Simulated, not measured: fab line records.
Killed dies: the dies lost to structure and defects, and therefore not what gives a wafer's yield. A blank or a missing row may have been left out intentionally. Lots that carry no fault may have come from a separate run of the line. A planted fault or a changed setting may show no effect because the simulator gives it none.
Which tool is to blame?	flow sky130	15 lots, 45 wafers sampled, at 2 steps of a route of 708

WHAT THE GAUGES READ, wafer by wafer
The record lacks any reading of a measuring or inspecting step that a usual standard deviation could be used to judge.

WHICH TOOL RAN EACH LOT (tool, then ch and the chambers of the sampled wafers, then the start)
lot	SKY_VIA3_COAT_07	SKY_PAD_OPEN_PROBE_99
L905	litho_track-01 ch 0, day 38 15:00	-
L908	litho_track-02 ch 0, day 39 16:00	-
L909	litho_track-01 ch 0, day 39 22:00	-
L910	litho_track-03 ch 0, day 40 06:00	prober-02, day 46 17:53
L911	litho_track-03 ch 0, day 41 22:00	-
L912	litho_track-03 ch 0, day 42 02:00	-
L913	litho_track-01 ch 0, day 42 03:00	-
L915	litho_track-03 ch 0, day 42 03:00	-
L917	litho_track-01 ch 0, day 42 13:00	-
L919	litho_track-01 ch 0, day 42 19:00	-
L920	litho_track-01 ch 0, day 43 08:00	prober-02, day 49 05:40
L921	litho_track-02 ch 0, day 43 15:00	-
L922	litho_track-02 ch 0, day 45 07:00	-
L927	litho_track-03 ch 0, day 45 11:00	-
L928	litho_track-03 ch 0, day 45 12:00	-
- SKY_VIA3_COAT_07: resist thk 450 nm.
- SKY_PAD_OPEN_PROBE_99

AS READ BY THE TOOLS THEMSELVES (means over the sampled wafers that have a number; for cases with no such wafer, the mark the record gives instead)
SKY_VIA3_COAT_07. Usual: spin_speed_rpm at 2999.9 rpm, with a standard deviation of 2.5.
lot	tool	spin_speed_rpm (rpm)	flag
L905	litho_track-01	2997.8	
L908	litho_track-02	3000.7	
L909	litho_track-01	3002.2	
L910	litho_track-03	3000.5	
L911	litho_track-03	2998.7	
L912	litho_track-03	3001.7	
L913	litho_track-01	2997.9	
L915	litho_track-03	3000.2	
L917	litho_track-01	3059.0	OFF
L919	litho_track-01	3061.2	OFF
L920	litho_track-01	3059.7	OFF
L921	litho_track-02	3001.9	
L922	litho_track-02	2999.2	
L927	litho_track-03	3002.0	
L928	litho_track-03	3000.9	

SKY_PAD_OPEN_PROBE_99. Usual: defect_limited_yield 82.5 %, standard deviation 2; killed_at_M0_to_M3 44, standard deviation 7.1; killed_at_M4_up 3.1, standard deviation 1.8; killed_at_contacts 24, standard deviation 5.3; killed_at_front_end 15, standard deviation 4.5; killed_at_other 0.2, standard deviation 0.42; killed_dies 86, standard deviation 9.6; killed_open 46, standard deviation 6.9; killed_short 40, standard deviation 6.4; sort_bin_3_pad_short 0.8 %, standard deviation 0.36; sort_bin_5_function 10.3 %, standard deviation 1.3; sort_bin_6_memory 6.4 %, standard deviation 1.2; sort_n_pass 406, standard deviation 9.6; sort_yield_pct 82.5 %, standard deviation 2.
lot	tool	defect_limited_yield (%)	killed_at_M0_to_M3	killed_at_M4_up	killed_at_contacts	killed_at_front_end	killed_at_other	killed_dies	killed_open	killed_short	sort_bin_3_pad_short (%)	sort_bin_5_function (%)	sort_bin_6_memory (%)	sort_n_pass	sort_yield_pct (%)	flag
L910	prober-02	83.4	40	3.7	26	11	0.0	82	42	40	0.6	10.4	5.6	410	83.4	
L920	prober-02	82.7	48	3.0	19	15	0.7	85	40	45	0.8	11.1	5.4	407	82.7	

THE ANSWER, worked out from the rows above alone
Rule: a lot is off if the mean of its wafers that have a number lies more than 3 standard deviations from the usual mean. Also off: a lot with no number at a reading for which 4 or more lots have one. Where the step has rows for the other lots, those lots are counted as sound. The gauges are gone through in route order, then the tools' own readings, and for those a lot's mean is taken as printed above. The first step at which some lot is off is used, and at that step the reading that is off furthest; a lot without a number counts as furthest.
Off at SKY_VIA3_COAT_07 (spin_speed_rpm): L917, L919, L920.
If a tool, at that step or one of the process steps before it, ran each lot that is off and ran no sound lot following the first of them, it fits. One fits: SKY_VIA3_COAT_07 on litho_track-01. Its last sound lot is L913 (day 42 03:00), its first lot that is off L917 (day 42 13:00): a fault that began between those two fits.
On the lots that are off, the tool's own readings at SKY_VIA3_COAT_07 differ by more than 5 times the standard deviation of the sound lots' means, which bears it out; spin_speed_rpm reads 3060.0 rpm there versus 3000.3 rpm on the sound lots.

WHAT THE SIMULATOR HAD PUT IN
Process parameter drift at SKY_VIA3_COAT_07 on litho_track-01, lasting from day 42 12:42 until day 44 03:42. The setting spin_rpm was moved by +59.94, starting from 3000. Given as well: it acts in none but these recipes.
Lots struck among those shown: L917, L919, L920. The same result came from the rule above.
